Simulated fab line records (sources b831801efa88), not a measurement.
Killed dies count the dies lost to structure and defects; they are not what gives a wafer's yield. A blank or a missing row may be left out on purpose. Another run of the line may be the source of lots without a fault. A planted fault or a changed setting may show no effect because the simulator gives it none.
Matching of chambers    flow gf180mcu    rie-diel-03 running GF_V4_ETCH_16: 4 sister chambers
The step etches BARC in N2/H2. 4 wafers are shown with their chamber, then 9 later ones without.

== WAFERS WITH THEIR CHAMBER ==
wafer   chamber  drypump-motor-current-A (A)
L088.3  3        6.1
L089.2  2        4.7
L089.4  0        6.4
L089.5  1        6.3

== WAFERS MISSING THEIR CHAMBER ==
wafer   drypump-motor-current-A (A)
L095.1  6.4
L095.2  6.3
L095.3  6.0
L095.4  4.7
L095.5  6.3
L095.6  4.7
L096.2  6.4
L096.4  6.0
L096.5  6.0

== WHICH CHAMBER EACH ONE RAN IN ==
wafer   from the rows above      in truth
L095.1  can't be placed: 0 or 1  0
L095.2  can't be placed: 1 or 0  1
L095.3  3                        3
L095.4  2                        2
L095.5  can't be placed: 1 or 0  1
L095.6  2                        2
L096.2  can't be placed: 0 or 1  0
L096.4  3                        3
L096.5  3                        3
5 of 9 placed correctly. Cannot be placed on the basis of these rows: 4; the candidates contain the true chamber in 4. 0 placed wrongly.
How it was worked out, from the rows above alone: a wafer's distance from a chamber is the root of the sum, over the readings, of the square of ((its reading less the chamber's mean) divided by the reading's scatter). If the next closest chamber is less than 2 further off than the closest, the wafer can't be placed; otherwise it belongs to the closest. For every chamber, the mean is computed from those of its wafers that are shown. The scatter (one wafer shown for each chamber): square how far every hidden wafer sits from the nearest shown wafer, average those squares and take the square root.
